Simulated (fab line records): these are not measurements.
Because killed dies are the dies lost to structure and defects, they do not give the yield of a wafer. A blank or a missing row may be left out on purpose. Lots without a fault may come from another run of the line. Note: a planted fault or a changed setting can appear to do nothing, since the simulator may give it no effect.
fab line records -- flow sfq_line -- part 2 of 2: steps 23 to 32 of 32
record lots=5, wafers=15, last_day=78
route steps=325 shown M5@205 A5B@209 R5@212 I5@228
lots that met no fault: from a run of the same line without faults
start_h: start of the lot's first displayed wafer, in hours after the record's first day -- wait_h: hours since the lot's step before -- " repeats the value in the row above -- L1.1+2: a single row standing in for several wafers -- - value missing, or start not given -- * or withheld: withheld -- < > ~ a bound
route shown NAME@n: names a module that has steps shown in the file, with the first one's number in the route -- usual: mean/standard deviation of fault-free wafers -- same: alike in all rows -- chamber/n: place in a boat -- sites: readings site by site -- _std_site: their standard deviation -- _edge_site: inner sites' mean taken away from outer sites' mean -- radius_mm: for every site, how far away it sits from the centre of the wafer -- mask NAME#n: copy n -- behind: the most recent tool/chamber to have shaped the wafer -- hold: why the lot went on hold/how many hours it stayed there/how the hold came to an end -- device: the transistor (n, p or np) that didn't switch -- end of line: at the end of the route, the tests of the same wafers -- a step without rows: its recipe alone -- killed: not the wafer's yield, but the dies lost to structure and defects at the first sort -- map: a wafer's dies, marking killed ones x, the rest . and places with no die _
set.NAME: the setting the step ran with; set.NAME@STEP: the setting that earlier step ran with -- model.NAME: the simulator's own value behind a step, which no gauge read
certain route steps with their lots: each step a table, each wafer a row
services: the hour from which a tool's chamber was out of use, counted from the record's first day as start_h (under 0 if before that day), plus the number of hours and why
## steps
# step SFQ_TRILAYER_R5_STRIP_SOLV_CLEAN_141
# recipe chemistry=NMP, temp_c=70, time_s=600
lot.wafer,tool,chamber,start_h,wait_h
L075.2+3+4,wet_bench-04,"5,3,6",1259.87,0.4
L078.1+2+3,wet_bench-01,"2,1,7",1290.71,1.0
L079.1+2+5,wet_bench-02,"3,0,4",1293.59,0.4
L080.3+5+6,wet_bench-02,"5,6,0",1297.29,0.2
L086.2+5+6,wet_bench-04,"7,6,5",1484.09,0.4
# step SFQ_TRILAYER_A5C_DEP_PECVD_142
# recipe material=SiO2, temp_c=150, time_s=15.556, pressure_torr=2.4, rf_w=183.3, precursor=SiH4/N2O, target_thk_nm=70
# usual heater_power_w=76/14, throttle_valve_pct=24.5/0.76
lot.wafer,tool,chamber,start_h,wait_h,heater_power_w,throttle_valve_pct
L075.2,pecvd-01,2,1260.04,0.0,77,25.6
L075.3,pecvd-01,0,1260.04,0.0,89,24.6
L075.4,pecvd-01,1,1260.04,0.0,64,23.9
L078.1,pecvd-01,2,1290.88,0.0,79,25.2
L078.2,pecvd-01,0,1290.88,0.0,86,24.4
L078.3,pecvd-01,1,1290.88,0.0,63,23.8
L079.1,pecvd-03,2,1293.78,0.0,105,26.2
L079.2,pecvd-03,1,1293.78,0.0,78,26.5
L079.5,pecvd-03,1,1293.78,0.0,80,26.6
L080.3,pecvd-02,0,1297.47,0.0,90,24.3
L080.5,pecvd-02,2,1297.47,0.0,64,24.5
L080.6,pecvd-02,1,1297.47,0.0,60,24.1
L086.2,pecvd-02,0,1484.26,0.0,88,24.6
L086.5,pecvd-02,0,1484.26,0.0,84,24.5
L086.6,pecvd-02,1,1484.26,0.0,62,24.2
# step SFQ_TRILAYER_I5_LITHO_COAT_149
# recipe resist=BARC, spin_rpm=3000, resist_thk_nm=62
# usual exhaust_pa=45.0/0.78
lot.wafer,tool,chamber,start_h,wait_h,exhaust_pa
L075.2,litho_track-03,0,1260.12,0.1,44.2
L075.3,litho_track-03,0,1260.12,0.1,44.0
L075.4,litho_track-03,0,1260.12,0.1,45.6
L078.1,litho_track-04,0,1290.91,0.0,44.8
L078.2,litho_track-04,0,1290.91,0.0,45.1
L078.3,litho_track-04,0,1290.91,0.0,43.5
L079.1,litho_track-03,0,1293.82,0.0,45.0
L079.2,litho_track-03,0,1293.82,0.0,45.4
L079.5,litho_track-03,0,1293.82,0.0,45.4
L080.3,litho_track-04,0,1297.59,0.1,44.0
L080.5,litho_track-04,0,1297.59,0.1,44.9
L080.6,litho_track-04,0,1297.59,0.1,44.6
L086.2,litho_track-02,0,1484.34,0.1,44.7
L086.5,litho_track-02,0,1484.34,0.1,45.7
L086.6,litho_track-02,0,1484.34,0.1,44.2
# step SFQ_TRILAYER_I5_LITHO_COAT_144
# recipe resist=KrF, spin_rpm=3000, resist_thk_nm=650
# usual exhaust_pa=45.1/0.79
lot.wafer,tool,chamber,start_h,wait_h,exhaust_pa
L075.2,litho_track-03,0,1260.42,0.2,45.1
L075.3,litho_track-03,0,1260.42,0.2,45.8
L075.4,litho_track-03,0,1260.42,0.2,46.3
L078.1,litho_track-04,0,1291.21,0.2,44.3
L078.2,litho_track-04,0,1291.21,0.2,45.0
L078.3,litho_track-04,0,1291.21,0.2,44.4
L079.1,litho_track-03,0,1294.12,0.2,46.1
L079.2,litho_track-03,0,1294.12,0.2,45.5
L079.5,litho_track-03,0,1294.12,0.2,45.7
L080.3,litho_track-04,0,1297.89,0.2,45.1
L080.5,litho_track-04,0,1297.89,0.2,47.5
L080.6,litho_track-04,0,1297.89,0.2,45.0
L086.2,litho_track-02,0,1484.64,0.2,44.4
L086.5,litho_track-02,0,1484.64,0.2,44.9
L086.6,litho_track-02,0,1484.64,0.2,44.8
# step SFQ_TRILAYER_I5_LITHO_SOFTBAKE_148
# recipe temp_c=withheld, time_s=withheld, resist=KrF
# usual exhaust_pa=44.9/0.81
lot.wafer,tool,chamber,start_h,wait_h,exhaust_pa
L075.2,litho_track-03,0,1260.69,0.2,44.9
L075.3,litho_track-03,0,1260.69,0.2,46.0
L075.4,litho_track-03,0,1260.69,0.2,43.9
L078.1,litho_track-04,0,1291.51,0.2,46.0
L078.2,litho_track-04,0,1291.51,0.2,44.2
L078.3,litho_track-04,0,1291.51,0.2,45.9
L079.1,litho_track-03,0,1294.42,0.2,45.6
L079.2,litho_track-03,0,1294.42,0.2,45.5
L079.5,litho_track-03,0,1294.42,0.2,45.0
L080.3,litho_track-04,0,1298.14,0.2,43.8
L080.5,litho_track-04,0,1298.14,0.2,44.1
L080.6,litho_track-04,0,1298.14,0.2,44.0
L086.2,litho_track-02,0,1484.91,0.2,44.9
L086.5,litho_track-02,0,1484.91,0.2,45.1
L086.6,litho_track-02,0,1484.91,0.2,44.4
# step SFQ_TRILAYER_I5_LITHO_EXPOSE_145
# recipe mask_id=I5, na=0.6, source_shape=conventional, sigma_outer=0.65, target_cd_nm=700, dose_mj=21.3
# same na=0.6
lot.wafer,tool,chamber,start_h,wait_h,mask
L075.2+3+4,krf_scanner-02,0,1400.99,-,I5#0
L078.1+2+3,krf_scanner-01,0,1423.71,-,I5#0
L079.1+2+5,krf_scanner-01,0,1428.66,-,I5#0
L080.3+5+6,krf_scanner-01,0,1432.66,-,I5#0
L086.2+5+6,krf_scanner-02,0,1515.63,-,I5#0
# step SFQ_TRILAYER_I5_LITHO_PEB_147
# recipe peb_temp_c=115, peb_time_s=60, resist=KrF
# usual exhaust_pa=45.2/0.86
lot.wafer,tool,chamber,start_h,wait_h,exhaust_pa
L075.2,litho_track-03,0,1402.01,0.8,44.8
L075.3,litho_track-03,0,1402.01,0.8,46.7
L075.4,litho_track-03,0,1402.01,0.8,45.2
L078.1,litho_track-02,0,1424.91,1.0,45.3
L078.2,litho_track-02,0,1424.91,1.0,45.1
L078.3,litho_track-02,0,1424.91,1.0,45.7
L079.1,litho_track-02,0,1429.86,1.0,44.4
L079.2,litho_track-02,0,1429.86,1.0,43.8
L079.5,litho_track-02,0,1429.86,1.0,43.8
L080.3,litho_track-02,0,1433.51,0.7,44.6
L080.5,litho_track-02,0,1433.51,0.7,44.6
L080.6,litho_track-02,0,1433.51,0.7,43.9
L086.2,litho_track-03,0,1516.66,0.8,45.7
L086.5,litho_track-03,0,1516.66,0.8,44.8
L086.6,litho_track-03,0,1516.66,0.8,44.8
# step SFQ_TRILAYER_I5_LITHO_DEVELOP_146
# recipe time_s=60, resist=KrF
# usual exhaust_pa=44.9/1.1
lot.wafer,tool,chamber,start_h,wait_h,exhaust_pa
L075.2,litho_track-03,0,1402.16,0.1,43.0
L075.3,litho_track-03,0,1402.16,0.1,43.5
L075.4,litho_track-03,0,1402.16,0.1,44.0
L078.1,litho_track-02,0,1425.06,0.1,47.5
L078.2,litho_track-02,0,1425.06,0.1,46.1
L078.3,litho_track-02,0,1425.06,0.1,45.3
L079.1,litho_track-02,0,1430.01,0.1,45.5
L079.2,litho_track-02,0,1430.01,0.1,45.8
L079.5,litho_track-02,0,1430.01,0.1,45.0
L080.3,litho_track-02,0,1433.66,0.1,44.9
L080.5,litho_track-02,0,1433.66,0.1,45.1
L080.6,litho_track-02,0,1433.66,0.1,44.2
L086.2,litho_track-03,0,1516.81,0.1,47.3
L086.5,litho_track-03,0,1516.81,0.1,45.2
L086.6,litho_track-03,0,1516.81,0.1,46.5
# step SFQ_I5_OVL_MEAS_936
# usual I5_OVL=0/5.8
lot.wafer,tool,chamber,start_h,wait_h,I5_OVL[nm]
L075.2,overlay-01,-,1402.29,0.1,3
L075.3,overlay-01,-,1402.29,0.1,8
L075.4,overlay-01,-,1402.29,0.1,5
L078.1,overlay-01,-,1425.21,0.1,7
L078.2,overlay-01,-,1425.21,0.1,4
L078.3,overlay-01,-,1425.21,0.1,3
L079.1,overlay-01,-,1430.16,0.1,13
L079.2,overlay-01,-,1430.16,0.1,0
L079.5,overlay-01,-,1430.16,0.1,10
L080.3,overlay-02,-,1433.77,0.1,-4
L080.5,overlay-02,-,1433.77,0.1,4
L080.6,overlay-02,-,1433.77,0.1,-6
L086.2,overlay-02,-,1516.94,0.1,4
L086.5,overlay-02,-,1516.94,0.1,4
L086.6,overlay-02,-,1516.94,0.1,2
# step SFQ_TRILAYER_I5_BARC_OPEN_VIA_ETCH_200
# recipe mask_material=PR, chemistry=O2, target_depth_nm=125, target=BARC, source_w=500, bias_w=80, pressure_mtorr=30, time_s=41.7
# usual chamber_pressure_mTorr=30.00/0.038, drypump_motor_current_A=5.7/0.43, oes_product_au=0.685/0.0047
lot.wafer,tool,chamber,start_h,wait_h,chamber_pressure_mTorr,drypump_motor_current_A,oes_product_au,rf_hours_counter_h
L075.2,rie_diel-04,3,1402.32,0.0,30.04,5.3,0.686,9
L075.3,rie_diel-04,1,1402.32,0.0,29.98,6.5,0.686,11
L075.4,rie_diel-04,0,1402.32,0.0,30.02,5.7,0.688,14
L078.1,rie_diel-03,1,1425.25,0.0,29.95,5.4,0.685,20
L078.2,rie_diel-03,3,1425.25,0.0,30.02,5.8,0.689,1
L078.3,rie_diel-03,2,1425.25,0.0,30.01,5.7,0.687,6
L079.1,rie_diel-02,1,1430.19,0.0,29.96,5.5,0.684,20
L079.2,rie_diel-02,0,1430.19,0.0,30.01,6.1,0.689,2
L079.5,rie_diel-02,3,1430.19,0.0,30.01,5.8,0.688,-
L080.3,rie_diel-04,3,1433.79,0.0,30.00,5.3,0.677,9
L080.5,rie_diel-04,0,1433.79,0.0,30.00,5.7,0.679,-
L080.6,rie_diel-04,3,1433.79,0.0,29.97,5.3,0.675,-
L086.2,rie_diel-04,2,1516.97,0.0,29.67,6.0,0.684,5
L086.5,rie_diel-04,3,1516.97,0.0,30.00,5.3,0.680,-
L086.6,rie_diel-04,2,1516.97,0.0,30.00,6.0,0.686,-
## services
tool,chamber,start_h,hours,kind
rie_metal-02,0,1059.60,20.6,repair
rie_metal-03,1,1079.16,8.3,repair
krf_scanner-02,-,1087.96,1.0,pm
rie_metal-02,1,1103.49,5.7,repair
krf_scanner-02,-,1105.74,4.0,pm
krf_scanner-02,-,1117.05,1.3,pm
rie_metal-02,-,1124.02,2.8,pm
krf_scanner-02,-,1130.50,0.8,pm
rie_metal-03,-,1134.19,2.8,pm
krf_scanner-02,-,1170.84,0.8,repair
rie_metal-03,-,1197.77,1.3,repair
pvd_sputter-05,-,1200.38,4.6,repair
rie_metal-02,1,1245.18,11.8,repair
krf_scanner-02,-,1256.29,1.0,pm
rie_metal-02,-,1280.43,2.0,repair
rie_metal-02,1,1312.15,21.1,repair
pvd_sputter-03,-,1326.75,3.4,repair
rie_metal-03,-,1357.59,0.9,repair
rie_metal-02,-,1363.36,14.6,pm
rie_metal-03,-,1391.84,1.2,repair
pvd_sputter-03,-,1397.40,4.8,repair
rie_metal-03,0,1400.56,18.8,repair
rie_metal-02,-,1495.19,0.2,repair
rie_metal-02,-,1498.49,0.2,repair
